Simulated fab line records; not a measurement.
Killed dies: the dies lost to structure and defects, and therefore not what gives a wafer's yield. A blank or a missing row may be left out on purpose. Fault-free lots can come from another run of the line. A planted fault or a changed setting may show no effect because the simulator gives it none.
Which tool was responsible? || flow sky130 || 10 lots, 30 wafers sampled, at 4 steps of a route of 708

## WHAT THE GAUGES SHOWED, per wafer
SKY_LI_CONTACT_RS_MEAS_22: a four-point-probe measurement.
{"lot": "L626", "measured": "day 29 15:11", "on": "film metro-01", "LI_CONTACT_W_RS (ohm/sq)": "0.288 0.287 0.282"}
{"lot": "L628", "measured": "day 30 08:38", "on": "film metro-01", "LI_CONTACT_W_RS (ohm/sq)": "0.282 0.285 0.283"}
{"lot": "L631", "measured": "day 30 23:34", "on": "film metro-02", "LI_CONTACT_W_RS (ohm/sq)": "0.279 0.283 0.284"}
{"lot": "L632", "measured": "day 31 07:44", "on": "film metro-04", "LI_CONTACT_W_RS (ohm/sq)": "0.289 0.287 0.286"}
{"lot": "L633", "measured": "day 31 19:16", "on": "film metro-02", "LI_CONTACT_W_RS (ohm/sq)": "0.284 0.289 0.283"}
{"lot": "L636", "measured": "day 32 19:05", "on": "film metro-02", "LI_CONTACT_W_RS (ohm/sq)": "0.283 0.286 0.286"}
{"lot": "L637", "measured": "day 32 22:17", "on": "film metro-02", "LI_CONTACT_W_RS (ohm/sq)": "0.285 0.284 0.287"}
{"lot": "L639", "measured": "day 34 01:17", "on": "film metro-01", "LI_CONTACT_W_RS (ohm/sq)": "0.281 0.189 0.187"}
{"lot": "L643", "measured": "day 35 08:52", "on": "film metro-01", "LI_CONTACT_W_RS (ohm/sq)": "0.284 0.278 0.287"}
{"lot": "L648", "measured": "day 36 16:07", "on": "film metro-01", "LI_CONTACT_W_RS (ohm/sq)": "0.283 0.283 0.279"}

SKY_LI_CONTACT_THK_MEAS_23: measures by xrf.
{"lot": "L626", "measured": "day 29 15:16", "on": "film metro-01", "LI_CONTACT_W_THK (nm)": "370 373 378"}
{"lot": "L628", "measured": "day 30 08:46", "on": "film metro-01", "LI_CONTACT_W_THK (nm)": "378 372 379"}
{"lot": "L631", "measured": "day 30 23:40", "on": "film metro-02", "LI_CONTACT_W_THK (nm)": "394 387 384"}
{"lot": "L632", "measured": "day 31 07:52", "on": "film metro-04", "LI_CONTACT_W_THK (nm)": "382 384 390"}
{"lot": "L633", "measured": "day 31 19:23", "on": "film metro-02", "LI_CONTACT_W_THK (nm)": "387 381 387"}
{"lot": "L636", "measured": "day 32 19:12", "on": "film metro-02", "LI_CONTACT_W_THK (nm)": "385 384 383"}
{"lot": "L637", "measured": "day 32 22:24", "on": "film metro-02", "LI_CONTACT_W_THK (nm)": "385 385 382"}
{"lot": "L639", "measured": "day 34 01:25", "on": "film metro-01", "LI_CONTACT_W_THK (nm)": "374 526 529"}
{"lot": "L643", "measured": "day 35 08:59", "on": "film metro-01", "LI_CONTACT_W_THK (nm)": "383 388 374"}
{"lot": "L648", "measured": "day 36 16:14", "on": "film metro-01", "LI_CONTACT_W_THK (nm)": "374 372 377"}

## WHAT TOOL EACH LOT RAN ON (gives the tool, then ch and the chambers of the sampled wafers, and finally the start)
{"lot": "L626", "SKY_LI_CONTACT_CMP_02": "cmp-02 ch 1,2,3, day 28 09:35", "SKY_LI_CONTACT_CVD_21": "cvd w-02 ch 0,1, day 29 15:02"}
{"lot": "L628", "SKY_LI_CONTACT_CMP_02": "cmp-01 ch 0,2,3, day 29 03:42", "SKY_LI_CONTACT_CVD_21": "cvd w-01 ch 0,1, day 30 08:31"}
{"lot": "L631", "SKY_LI_CONTACT_CMP_02": "cmp-02 ch 2,3, day 29 18:13", "SKY_LI_CONTACT_CVD_21": "cvd w-01 ch 0,1, day 30 23:26"}
{"lot": "L632", "SKY_LI_CONTACT_CMP_02": "cmp-01 ch 0,1,2, day 30 03:39", "SKY_LI_CONTACT_CVD_21": "cvd w-01 ch 0,1, day 31 07:37"}
{"lot": "L633", "SKY_LI_CONTACT_CMP_02": "cmp-01 ch 0,1, day 30 16:06", "SKY_LI_CONTACT_CVD_21": "cvd w-02 ch 0,1, day 31 19:08"}
{"lot": "L636", "SKY_LI_CONTACT_CMP_02": "cmp-02 ch 1,3, day 31 15:00", "SKY_LI_CONTACT_CVD_21": "cvd w-01 ch 0,1, day 32 18:57"}
{"lot": "L637", "SKY_LI_CONTACT_CMP_02": "cmp-01 ch 0,2, day 31 17:53", "SKY_LI_CONTACT_CVD_21": "cvd w-01 ch 0,1, day 32 22:10"}
{"lot": "L639", "SKY_LI_CONTACT_CMP_02": "cmp-02 ch 0,2,3, day 32 21:50", "SKY_LI_CONTACT_CVD_21": "cvd w-01 ch 0,1, day 34 01:10"}
{"lot": "L643", "SKY_LI_CONTACT_CMP_02": "cmp-01 ch 0,1,3, day 34 06:06", "SKY_LI_CONTACT_CVD_21": "cvd w-02 ch 0,1, day 35 08:44"}
{"lot": "L648", "SKY_LI_CONTACT_CMP_02": "cmp-02 ch 0,2,3, day 35 13:12", "SKY_LI_CONTACT_CVD_21": "cvd w-02 ch 0, day 36 15:59"}
- SKY_LI_CONTACT_CMP_02: polishes PSG.
- SKY_LI_CONTACT_CVD_21: deposits W, target thk 400 nm, time 120.56 s.

## WHAT THE TOOLS THEMSELVES READ (means of the sampled wafers that have a number; where no wafer has one, the mark that the record gives instead)
SKY_LI_CONTACT_CMP_02.
{"lot": "L626", "tool": "cmp-02", "edge zone pressure frac": 1.000, "motor current A (A)": 12.3, "time to endpoint s (s)": 34.3}
{"lot": "L628", "tool": "cmp-01", "edge zone pressure frac": 0.996, "motor current A (A)": 13.2, "time to endpoint s (s)": 33.9}
{"lot": "L631", "tool": "cmp-02", "edge zone pressure frac": 1.005, "motor current A (A)": 13.1, "time to endpoint s (s)": 29.2}
{"lot": "L632", "tool": "cmp-01", "edge zone pressure frac": 1.001, "motor current A (A)": 13.5, "time to endpoint s (s)": 31.2}
{"lot": "L633", "tool": "cmp-01", "edge zone pressure frac": 1.002, "motor current A (A)": 12.9, "time to endpoint s (s)": 30.4}
{"lot": "L636", "tool": "cmp-02", "edge zone pressure frac": 1.003, "motor current A (A)": 12.6, "time to endpoint s (s)": 31.8}
{"lot": "L637", "tool": "cmp-01", "edge zone pressure frac": 0.996, "motor current A (A)": 14.1, "time to endpoint s (s)": 35.7}
{"lot": "L639", "tool": "cmp-02", "edge zone pressure frac": 0.999, "motor current A (A)": 11.7, "time to endpoint s (s)": 29.9}
{"lot": "L643", "tool": "cmp-01", "edge zone pressure frac": 1.000, "motor current A (A)": 12.9, "time to endpoint s (s)": 31.6}
{"lot": "L648", "tool": "cmp-02", "edge zone pressure frac": 0.999, "motor current A (A)": 11.6, "time to endpoint s (s)": 30.7}

SKY_LI_CONTACT_CVD_21.
{"lot": "L626", "tool": "cvd w-02", "heater power w (W)": 879, "susceptor temp C (C)": 399.85}
{"lot": "L628", "tool": "cvd w-01", "heater power w (W)": 845, "susceptor temp C (C)": 399.86}
{"lot": "L631", "tool": "cvd w-01", "heater power w (W)": 855, "susceptor temp C (C)": 400.10}
{"lot": "L632", "tool": "cvd w-01", "heater power w (W)": 852, "susceptor temp C (C)": 400.23}
{"lot": "L633", "tool": "cvd w-02", "heater power w (W)": 888, "susceptor temp C (C)": 399.89}
{"lot": "L636", "tool": "cvd w-01", "heater power w (W)": 850, "susceptor temp C (C)": 400.07}
{"lot": "L637", "tool": "cvd w-01", "heater power w (W)": 846, "susceptor temp C (C)": 399.78}
{"lot": "L639", "tool": "cvd w-01", "heater power w (W)": 867, "susceptor temp C (C)": 400.03}
{"lot": "L643", "tool": "cvd w-02", "heater power w (W)": 885, "susceptor temp C (C)": 399.77}
{"lot": "L648", "tool": "cvd w-02", "heater power w (W)": 878, "susceptor temp C (C)": 400.14}

## THE ANSWER, worked out from the rows above alone
Rule: usual is defined by the lots themselves. Put in order of their means at a reading, lots are off if they are a third of the lots or fewer, leave a main group of 4 or more, and stand apart from it by a gap of 3 or more times the standard deviation of the main group's means; of several such gaps the widest counts. If all means in a main group match to the digits the tables above print for the reading, that group is not used. A lot without any number at a reading at which 4 lots or more have one is off too. Where the step has rows for the other lots, those lots are counted as sound. First the gauges in route order, then the tools' own readings, where a lot's mean is used as printed above. The first step at which some lot is off is used, and at that step the reading that is off furthest; a lot without a number counts as furthest.
Off: L639, at SKY_LI_CONTACT_RS_MEAS_22 (LI_CONTACT_W_RS). Mean 0.284 ohm/sq and standard deviation 0.0018 in the main group.
A tool fits if, at a process step before that reading, it ran every lot that is off, and no sound lot after the first of them. The gauges at SKY_LI_CONTACT_RS_MEAS_22 are tried like those tools. One candidate fits, namely cvd w-01 at SKY_LI_CONTACT_CVD_21. Its last sound lot is L637 (day 32 22:10), its first lot that is off L639 (day 34 01:10): a fault that began between those two fits.

## WHAT WAS PUT IN BY THE SIMULATOR
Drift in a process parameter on cvd w-01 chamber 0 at SKY_LI_CONTACT_CVD_21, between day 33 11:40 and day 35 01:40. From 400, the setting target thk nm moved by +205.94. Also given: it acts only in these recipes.
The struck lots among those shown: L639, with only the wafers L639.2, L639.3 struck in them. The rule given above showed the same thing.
